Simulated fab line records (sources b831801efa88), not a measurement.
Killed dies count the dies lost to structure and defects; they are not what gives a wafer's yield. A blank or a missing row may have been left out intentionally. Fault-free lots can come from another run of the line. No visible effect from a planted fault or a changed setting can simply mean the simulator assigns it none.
Which tool was responsible? / flow gf180mcu / Sampling: 12 lots, 36 wafers, 5 of 602 route steps

== WHAT EACH GAUGE READ, for each wafer ==
GF_POLY_GATE_OVL_MEAS_11. Usual: for POLY_GATE_OVL the level is 2 nm and the standard deviation is 6.4.
lot=L663; measured=day 9 02:34; on=overlay-01; POLY_GATE_OVL (nm)=-2 -8 -5; flag=
lot=L664; measured=day 9 10:48; on=overlay-02; POLY_GATE_OVL (nm)=-2 10 7; flag=
lot=L665; measured=day 9 15:49; on=overlay-02; POLY_GATE_OVL (nm)=15 6 13; flag=
lot=L666; measured=day 9 21:27; on=overlay-02; POLY_GATE_OVL (nm)=3 9 -1; flag=
lot=L667; measured=day 10 10:24; on=overlay-01; POLY_GATE_OVL (nm)=4 4 5; flag=
lot=L668; measured=day 10 14:19; on=overlay-01; POLY_GATE_OVL (nm)=6 -2 2; flag=
lot=L669; measured=day 10 21:30; on=overlay-01; POLY_GATE_OVL (nm)=7 0 -7; flag=
lot=L672; measured=day 12 00:31; on=overlay-02; POLY_GATE_OVL (nm)=7 2 2; flag=
lot=L674; measured=day 12 12:34; on=overlay-02; POLY_GATE_OVL (nm)=3 1 -5; flag=
lot=L677; measured=day 13 07:55; on=overlay-01; POLY_GATE_OVL (nm)=-3 -6 -1; flag=
lot=L680; measured=day 14 04:42; on=overlay-02; POLY_GATE_OVL (nm)=-1 -7 -4; flag=
lot=L682; measured=day 14 21:24; on=overlay-01; POLY_GATE_OVL (nm)=-3 -10 2; flag=

GF_HV_LDD_CD_MEAS_19: the cd target is 400 nm. Usual: cd_nm at 400.3 nm, with a standard deviation of 2.6.
lot=L663; measured=day 10 16:23; on=cd_sem-01; cd_nm (nm)=400.6 402.0 399.5; flag=
lot=L664; measured=day 11 00:41; on=cd_sem-02; cd_nm (nm)=399.2 400.1 398.8; flag=
lot=L665; measured=day 11 04:43; on=cd_sem-01; cd_nm (nm)=397.9 399.6 396.8; flag=
lot=L666; measured=day 11 11:38; on=cd_sem-01; cd_nm (nm)=399.0 400.1 399.4; flag=
lot=L667; measured=day 12 01:14; on=cd_sem-01; cd_nm (nm)=402.6 403.1 402.6; flag=
lot=L668; measured=day 12 06:29; on=cd_sem-01; cd_nm (nm)=396.4 398.5 398.5; flag=
lot=L669; measured=day 12 14:59; on=cd_sem-02; cd_nm (nm)=400.3 402.7 403.7; flag=
lot=L672; measured=day 13 17:09; on=cd_sem-01; cd_nm (nm)=416.1 414.8 415.6; flag=OFF
lot=L674; measured=day 14 07:34; on=cd_sem-02; cd_nm (nm)=414.8 413.0 414.2; flag=OFF
lot=L677; measured=day 15 05:04; on=cd_sem-01; cd_nm (nm)=397.1 398.6 395.5; flag=
lot=L680; measured=day 16 01:13; on=cd_sem-01; cd_nm (nm)=399.6 400.6 402.8; flag=
lot=L682; measured=day 16 19:38; on=cd_sem-01; cd_nm (nm)=401.5 402.4 400.1; flag=

GF_V1_BOW_MEAS_05. Usual: for V1_BOW the level is 82 um and the standard deviation is 6.5.
lot=L663; measured=day 17 00:40; on=film_metro-04; V1_BOW (um)=80 77 69; flag=
lot=L664; measured=day 17 10:26; on=film_metro-03; V1_BOW (um)=80 83 77; flag=
lot=L665; measured=day 17 19:35; on=film_metro-03; V1_BOW (um)=86 86 85; flag=
lot=L666; measured=day 18 00:51; on=film_metro-04; V1_BOW (um)=90 85 75; flag=
lot=L667; measured=day 18 17:22; on=film_metro-01; V1_BOW (um)=86 77 84; flag=
lot=L668; measured=day 18 23:13; on=film_metro-01; V1_BOW (um)=77 81 84; flag=
lot=L669; measured=day 19 11:07; on=film_metro-03; V1_BOW (um)=77 92 89; flag=
lot=L672; measured=day 20 17:14; on=film_metro-01; V1_BOW (um)=87 96 79; flag=
lot=L674; measured=day 21 11:51; on=film_metro-01; V1_BOW (um)=80 92 87; flag=
lot=L677; measured=day 22 11:23; on=film_metro-01; V1_BOW (um)=86 86 72; flag=
lot=L680; measured=day 23 07:38; on=film_metro-01; V1_BOW (um)=81 88 98; flag=
lot=L682; measured=day 24 01:42; on=film_metro-03; V1_BOW (um)=83 73 67; flag=

GF_V1_THK_MEAS_25: measures by xrf. Usual: for V1_W_THK the level is 350 nm and the standard deviation is 6.7.
lot=L663; measured=day 18 00:48; on=film_metro-01; V1_W_THK (nm)=356 365 357; flag=
lot=L664; measured=day 18 11:32; on=film_metro-04; V1_W_THK (nm)=351 350 344; flag=
lot=L665; measured=day 18 20:46; on=film_metro-04; V1_W_THK (nm)=352 350 346; flag=
lot=L666; measured=day 19 01:14; on=film_metro-03; V1_W_THK (nm)=345 339 335; flag=
lot=L667; measured=day 19 18:32; on=film_metro-03; V1_W_THK (nm)=341 340 337; flag=
lot=L668; measured=day 20 00:46; on=film_metro-01; V1_W_THK (nm)=359 360 358; flag=
lot=L669; measured=day 20 12:44; on=film_metro-01; V1_W_THK (nm)=350 352 357; flag=
lot=L672; measured=day 21 18:53; on=film_metro-01; V1_W_THK (nm)=360 356 361; flag=
lot=L674; measured=day 22 12:03; on=film_metro-04; V1_W_THK (nm)=345 356 348; flag=
lot=L677; measured=day 23 12:01; on=film_metro-04; V1_W_THK (nm)=349 349 346; flag=
lot=L680; measured=day 24 06:29; on=film_metro-01; V1_W_THK (nm)=344 349 342; flag=
lot=L682; measured=day 25 00:38; on=film_metro-01; V1_W_THK (nm)=359 356 362; flag=

== TOOL THAT RAN EACH LOT (tool first, then ch and the chambers of the sampled wafers, then the start) ==
lot=L663; GF_HV_LDD_EXPOSE_16=iline_stepper-02 ch 0, day 10 07:07
lot=L664; GF_HV_LDD_EXPOSE_16=iline_stepper-01 ch 0, day 10 16:04
lot=L665; GF_HV_LDD_EXPOSE_16=iline_stepper-02 ch 0, day 10 20:10
lot=L666; GF_HV_LDD_EXPOSE_16=iline_stepper-02 ch 0, day 11 02:20
lot=L667; GF_HV_LDD_EXPOSE_16=iline_stepper-02 ch 0, day 11 15:59
lot=L668; GF_HV_LDD_EXPOSE_16=iline_stepper-01 ch 0, day 11 20:49
lot=L669; GF_HV_LDD_EXPOSE_16=iline_stepper-02 ch 0, day 12 05:22
lot=L672; GF_HV_LDD_EXPOSE_16=iline_stepper-01 ch 0, day 13 07:31
lot=L674; GF_HV_LDD_EXPOSE_16=iline_stepper-01 ch 0, day 13 21:27
lot=L677; GF_HV_LDD_EXPOSE_16=iline_stepper-02 ch 0, day 14 19:01
lot=L680; GF_HV_LDD_EXPOSE_16=iline_stepper-02 ch 0, day 15 14:34
lot=L682; GF_HV_LDD_EXPOSE_16=iline_stepper-02 ch 0, day 16 08:37
- GF_HV_LDD_EXPOSE_16: exposes mask Pplus LV AREA, target cd 400 nm.

== AS READ BY THE TOOLS THEMSELVES (means over the sampled wafers that have a number; for cases with no such wafer, the mark the record gives instead) ==
GF_HV_LDD_EXPOSE_16. Usual: exposure_dose_mJ_cm2 140.04, standard deviation 0.15; focus_offset_nm 0.1 nm, standard deviation 0.55.
lot=L663; tool=iline_stepper-02; exposure_dose_mJ_cm2=139.86; focus_offset_nm (nm)=0.3; flag=
lot=L664; tool=iline_stepper-01; exposure_dose_mJ_cm2=140.14; focus_offset_nm (nm)=-0.2; flag=
lot=L665; tool=iline_stepper-02; exposure_dose_mJ_cm2=140.05; focus_offset_nm (nm)=-0.2; flag=
lot=L666; tool=iline_stepper-02; exposure_dose_mJ_cm2=139.78; focus_offset_nm (nm)=-0.1; flag=
lot=L667; tool=iline_stepper-02; exposure_dose_mJ_cm2=140.16; focus_offset_nm (nm)=-0.5; flag=
lot=L668; tool=iline_stepper-01; exposure_dose_mJ_cm2=140.12; focus_offset_nm (nm)=-0.4; flag=
lot=L669; tool=iline_stepper-02; exposure_dose_mJ_cm2=140.11; focus_offset_nm (nm)=0.1; flag=
lot=L672; tool=iline_stepper-01; exposure_dose_mJ_cm2=149.04; focus_offset_nm (nm)=-0.2; flag=OFF
lot=L674; tool=iline_stepper-01; exposure_dose_mJ_cm2=149.16; focus_offset_nm (nm)=0.6; flag=OFF
lot=L677; tool=iline_stepper-02; exposure_dose_mJ_cm2=140.17; focus_offset_nm (nm)=0.4; flag=
lot=L680; tool=iline_stepper-02; exposure_dose_mJ_cm2=139.89; focus_offset_nm (nm)=0.6; flag=
lot=L682; tool=iline_stepper-02; exposure_dose_mJ_cm2=140.02; focus_offset_nm (nm)=-0.7; flag=

== THE ANSWER, worked out from the rows above alone ==
Rule: lot off if the mean of its wafers having a number is beyond 3 standard deviations from the usual mean. A lot without any number at a reading at which 4 lots or more have one is off too. The other lots that the step has rows for count as sound. The gauges are gone through in route order, then the tools' own readings, and for those a lot's mean is taken as printed above. At the first step where some lot is off, the reading lying furthest off is the one used; lots without a number count as furthest.
Off: L672, L674 (GF_HV_LDD_CD_MEAS_19, cd_nm).
A tool fits if, at a process step before that reading, it ran every lot that is off, and no sound lot after the first of them. The gauges at GF_HV_LDD_CD_MEAS_19 aren't tried: what is off there is off at GF_HV_LDD_EXPOSE_16 too, on other tools, and a gauge's error can't cause that. One candidate fits, namely iline_stepper-01 at GF_HV_LDD_EXPOSE_16. Its last sound lot is L668 (day 11 20:49), its first lot that is off L672 (day 13 07:31): a fault that began between those two fits.
The tool's own readings at GF_HV_LDD_EXPOSE_16 bear it out: on the lots that are off they differ by more than 5 times the standard deviation of the sound lots' means. exposure_dose_mJ_cm2 reads 149.10 there against 140.03 on the sound lots.

== WHAT THE SIMULATOR PUT IN ==
Process parameter drift: iline_stepper-01, from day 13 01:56 on, at GF_HV_LDD_EXPOSE_16. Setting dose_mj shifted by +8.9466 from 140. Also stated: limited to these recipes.
Shown lots that were struck: L672, L674. Same finding as the rule above.
